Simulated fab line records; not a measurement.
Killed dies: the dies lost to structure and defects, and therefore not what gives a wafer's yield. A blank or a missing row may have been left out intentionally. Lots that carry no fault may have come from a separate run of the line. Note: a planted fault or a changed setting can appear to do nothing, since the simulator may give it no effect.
What tool caused it? | flow gf180mcu | 13 lots with 39 wafers sampled at 6 steps, on a route of 602 steps

## WHAT THE GAUGES SHOWED, per wafer
GF_MVSD_OVL_MEAS_07. Usual: MVSD_OVL gives 0.8 nm (standard deviation 2).
lot  | measured    | on         | MVSD_OVL (nm)  | flag
L261 | day 4 11:09 | overlay-02 | 2.3 2.4 2.4    |
L262 | day 4 15:33 | overlay-01 | -0.5 1.0 0.6   |
L263 | day 4 20:43 | overlay-02 | 2.3 2.4 2.0    |
L266 | day 5 14:54 | overlay-02 | 1.3 2.6 1.0    |
L267 | day 5 21:54 | overlay-02 | 1.1 1.3 0.5    |
L268 | day 6 06:05 | overlay-02 | -1.0 2.4 1.2   |
L269 | day 6 09:05 | overlay-01 | -1.8 -0.5 -0.8 |
L272 | day 7 03:31 | overlay-02 | 2.4 2.6 3.4    |
L275 | day 7 19:34 | overlay-02 | -1.5 -0.6 -0.1 |
L276 | day 8 01:00 | overlay-01 | 1.2 1.2 1.3    |
L279 | day 8 17:34 | overlay-02 | 6.7 5.5 2.3    |
L281 | day 9 06:28 | overlay-01 | -1.3 -0.5 -2.6 |
L283 | day 9 17:22 | overlay-02 | 0.5 -2.1 -0.4  |

GF_PSD_RS_MEAS_14: measurement is done with a four-point probe. Usual: NSD_RS gives 46.14 ohm/sq (standard deviation 0.09).
lot  | measured     | on            | NSD_RS (ohm/sq)   | flag
L261 | day 14 05:29 | film metro-01 | 46.11 46.17 46.18 |
L262 | day 14 10:22 | film metro-04 | 46.18 46.05 46.23 |
L263 | day 14 18:39 | film metro-04 | 46.25 46.21 46.16 |
L266 | day 16 16:08 | film metro-02 | 46.32 46.17 46.25 |
L267 | day 16 14:49 | film metro-02 | 46.24 46.20 46.15 |
L268 | day 17 03:02 | film metro-01 | 46.22 46.12 46.15 |
L269 | day 17 03:16 | film metro-02 | 46.25 46.31 46.35 |
L272 | day 18 09:08 | film metro-02 | 46.14 46.19 46.14 |
L275 | day 19 02:17 | film metro-02 | 43.87 43.92 43.88 | OFF
L276 | day 19 14:43 | film metro-01 | 46.30 46.17 46.12 |
L279 | day 20 10:46 | film metro-01 | 44.02 43.91 43.98 | OFF
L281 | day 21 05:29 | film metro-02 | 46.08 46.16 46.15 |
L283 | day 21 21:23 | film metro-04 | 43.93 43.84 43.89 | OFF

GF_V1_OVL_MEAS_15. Usual: V1_OVL gives 4 nm (standard deviation 5.8).
lot  | measured     | on         | V1_OVL (nm) | flag
L261 | day 18 03:11 | overlay-01 | 9 9 3       |
L262 | day 18 06:04 | overlay-02 | 3 1 0       |
L263 | day 18 15:47 | overlay-01 | 0 4 10      |
L266 | day 20 18:55 | overlay-02 | 0 0 16      |
L267 | day 20 17:20 | overlay-01 | 14 5 11     |
L268 | day 21 06:32 | overlay-01 | -5 3 4      |
L269 | day 21 06:52 | overlay-01 | 7 -5 -2     |
L272 | day 22 14:02 | overlay-01 | 2 -1 1      |
L275 | day 23 05:52 | overlay-02 | 0 7 6       |
L276 | day 23 17:26 | overlay-02 | 7 -1 5      |
L279 | day 24 12:08 | overlay-01 | 1 12 -4     |
L281 | day 25 04:53 | overlay-02 | 2 2 3       |
L283 | day 25 18:20 | overlay-02 | 0 5 10      |

## WHICH TOOL RAN EACH LOT (tool, then ch and the chambers of the sampled wafers, then the start)
lot  | GF_NSD_IMPLANT_09               | GF_NSD_STRIP_11                      | GF_M1_SPUTTER_03
L261 | implanter-01 ch 0, day 13 08:14 | plasma asher-03 ch 0,1, day 13 08:32 | pvd sputter-04, day 16 03:26
L262 | implanter-01 ch 0, day 13 13:09 | plasma asher-04 ch 0,1, day 13 13:27 | pvd sputter-01, day 16 07:18
L263 | implanter-04 ch 0, day 13 21:23 | plasma asher-01 ch 0, day 13 21:41   | pvd sputter-04, day 16 16:40
L266 | implanter-04 ch 0, day 15 17:27 | plasma asher-04 ch 1, day 15 17:44   | pvd sputter-01, day 18 16:46
L267 | implanter-02 ch 0, day 15 15:18 | plasma asher-03 ch 0,1, day 15 15:36 | pvd sputter-02, day 18 15:39
L268 | implanter-01 ch 0, day 16 02:26 | plasma asher-04 ch 0,1, day 16 02:44 | pvd sputter-04, day 19 04:24
L269 | implanter-02 ch 0, day 16 02:52 | plasma asher-01 ch 0,1, day 16 03:07 | pvd sputter-02, day 19 04:56
L272 | implanter-02 ch 0, day 17 08:51 | plasma asher-01 ch 0,1, day 17 09:08 | pvd sputter-04, day 20 12:20
L275 | implanter-02 ch 0, day 18 01:02 | plasma asher-03 ch 0,1, day 18 01:39 | pvd sputter-01, day 21 06:02
L276 | implanter-04 ch 0, day 18 14:06 | plasma asher-01 ch 0,1, day 18 14:24 | pvd sputter-02, day 21 17:33
L279 | implanter-01 ch 0, day 19 10:00 | plasma asher-01 ch 0,1, day 19 10:37 | pvd sputter-02, day 22 12:44
L281 | implanter-01 ch 0, day 20 04:24 | plasma asher-01 ch 0,1, day 20 04:42 | pvd sputter-02, day 23 07:06
L283 | implanter-02 ch 0, day 20 21:12 | plasma asher-01 ch 0,1, day 20 21:49 | pvd sputter-04, day 23 22:07
- GF_NSD_IMPLANT_09
- GF_NSD_STRIP_11: strips in O2/N2.
- GF_M1_SPUTTER_03: material Ti, target thk 10 nm, time 6.7 s.

## AS READ BY THE TOOLS THEMSELVES (means over the sampled wafers that have a number; for cases with no such wafer, the mark the record gives instead)
GF_NSD_STRIP_11. Usual: drypump motor current A 5.5 A, standard deviation 0.52; heater power w 360 W, standard deviation 24; oes product au 0.487 a.u., standard deviation 0.0045; strip time to endpoint s 22.99 s, standard deviation 0.035.
lot  | tool            | drypump motor current A (A) | heater power w (W) | oes product au (a.u.) | strip time to endpoint s (s) | flag
L261 | plasma asher-03 | 5.7                         | 341                | 0.485                 | 22.97                        |
L262 | plasma asher-04 | 5.5                         | 334                | 0.489                 | 23.00                        |
L263 | plasma asher-01 | 5.9                         | 371                | 0.484                 | 23.03                        |
L266 | plasma asher-04 | 6.1                         | 308                | 0.488                 | 23.02                        |
L267 | plasma asher-03 | 5.6                         | 330                | 0.487                 | 23.00                        |
L268 | plasma asher-04 | 5.5                         | 333                | 0.488                 | 22.99                        |
L269 | plasma asher-01 | 5.2                         | 372                | 0.487                 | 22.93                        |
L272 | plasma asher-01 | 5.2                         | 381                | 0.489                 | 22.94                        |
L275 | plasma asher-03 | 5.8                         | 350                | 0.475                 | 24.07                        | OFF
L276 | plasma asher-01 | 5.5                         | 375                | 0.491                 | 23.02                        |
L279 | plasma asher-01 | 5.5                         | 375                | 0.478                 | 24.12                        | OFF
L281 | plasma asher-01 | 5.5                         | 380                | 0.490                 | 23.03                        |
L283 | plasma asher-01 | 5.5                         | 383                | 0.474                 | 24.09                        | OFF

GF_M1_SPUTTER_03. Usual: chamber pressure pa 0.3000 Pa, standard deviation 0.00067; throttle valve pct 30.1 %, standard deviation 1.2.
lot  | tool           | chamber pressure pa (Pa) | throttle valve pct (%) | flag
L261 | pvd sputter-04 | 0.2999                   | 30.3                   |
L262 | pvd sputter-01 | 0.2999                   | 29.3                   |
L263 | pvd sputter-04 | 0.3005                   | 31.6                   |
L266 | pvd sputter-01 | 0.2997                   | 28.7                   |
L267 | pvd sputter-02 | 0.3008                   | 31.2                   |
L268 | pvd sputter-04 | 0.3001                   | 30.4                   |
L269 | pvd sputter-02 | 0.2998                   | 30.4                   |
L272 | pvd sputter-04 | 0.2996                   | 30.4                   |
L275 | pvd sputter-01 | 0.3004                   | 29.1                   |
L276 | pvd sputter-02 | 0.2997                   | 30.7                   |
L279 | pvd sputter-02 | 0.2997                   | 30.3                   |
L281 | pvd sputter-02 | 0.3002                   | 31.7                   |
L283 | pvd sputter-04 | 0.2985                   | 30.4                   |

## THE ANSWER, worked out from the rows above alone
Rule: a lot counts as off when the mean over its wafers that have a number is more than 3 standard deviations away from the usual mean. A lot without any number at a reading at which 4 lots or more have one is off too. All remaining lots with rows at the step are treated as sound. First the gauges in route order, then the tools' own readings, where a lot's mean is used as printed above. At the first step where some lot is off, the reading lying furthest off is the one used; lots without a number count as furthest.
Off: L275, L279, L283, seen at GF_PSD_RS_MEAS_14 (NSD_RS).
If a tool, at a process step before that reading, ran all the lots that are off and no sound lot after the first of them, it fits. Not tried: the gauges at GF_PSD_RS_MEAS_14; whatever is off there is also off at GF_NSD_STRIP_11, on other tools, and gauge error can't account for it. Not one of the candidates tried fits.

## WHAT WAS PUT IN BY THE SIMULATOR
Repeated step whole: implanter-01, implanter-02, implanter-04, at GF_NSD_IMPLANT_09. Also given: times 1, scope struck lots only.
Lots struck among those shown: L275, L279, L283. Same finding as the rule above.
